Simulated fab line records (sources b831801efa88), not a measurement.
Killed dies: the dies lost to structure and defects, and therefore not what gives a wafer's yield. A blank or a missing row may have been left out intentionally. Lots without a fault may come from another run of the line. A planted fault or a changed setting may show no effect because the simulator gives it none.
Matching of chambers    flow gf180mcu    GF_V4_CMP_04 on cmp-02 has 4 sister chambers
The step polishes SiO2. 14 wafers are shown with their chamber, then 7 later ones without.

## EACH WAFER AND ITS CHAMBER
wafer   chamber  motor-current-A (A)  time-to-endpoint-s (s)
L765.1  2        12.3                 73
L765.3  3        13.7                 82
L765.4  1        11.7                 81
L769.3  2        11.6                 76
L769.5  3        13.7                 82
L769.6  2        12.4                 85
L770.1  1        11.6                 82
L770.3  3        14.2                 76
L770.5  1        11.5                 90
L776.2  0        14.5                 93
L776.4  3        14.3                 94
L776.6  1        11.5                 89
L782.4  3        13.1                 88
L782.5  2        12.9                 95

SIGNATURES (means of the wafers above)
reading             chamber 0  chamber 1  chamber 2  chamber 3  scatter within a chamber
motor-current-A     14.500     11.575     12.300     13.800     0.425
time-to-endpoint-s  93.00      85.50      82.25      84.40      7.4
Rule: distance of a wafer from a chamber = root of the sum over the readings of ((wafer's reading minus chamber's mean) / reading's scatter) squared. The wafer belongs to the nearest chamber; if the next one is less than 2 further off, it can't be placed. The scatter: the root of (the sum of the squares of (reading less its chamber's mean) over the shown wafers, divided by (wafers less chambers)).

## WAFERS WITH NO CHAMBER GIVEN
wafer   motor-current-A (A)  time-to-endpoint-s (s)
L782.6  13.0                 88
L783.2  11.7                 86
L783.3  12.4                 83
L783.4  14.8                 94
L785.2  13.1                 77
L785.3  13.7                 89
L785.5  12.1                 85

## WHICH CHAMBER EACH WENT THROUGH
wafer   from the rows above                in truth
L782.6  can't be placed: 2 or 3 or 1 or 0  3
L783.2  can't be placed: 1 or 2            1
L783.3  can't be placed: 2 or 1            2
L783.4  can't be placed: 0 or 3            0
L785.2  can't be placed: 3 or 2 or 1       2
L785.3  can't be placed: 3 or 0            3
L785.5  can't be placed: 2 or 1            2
0 of 7 placed correctly. These rows do not allow placing 7 (true chamber among the candidates in 7). Number placed wrongly: 0.
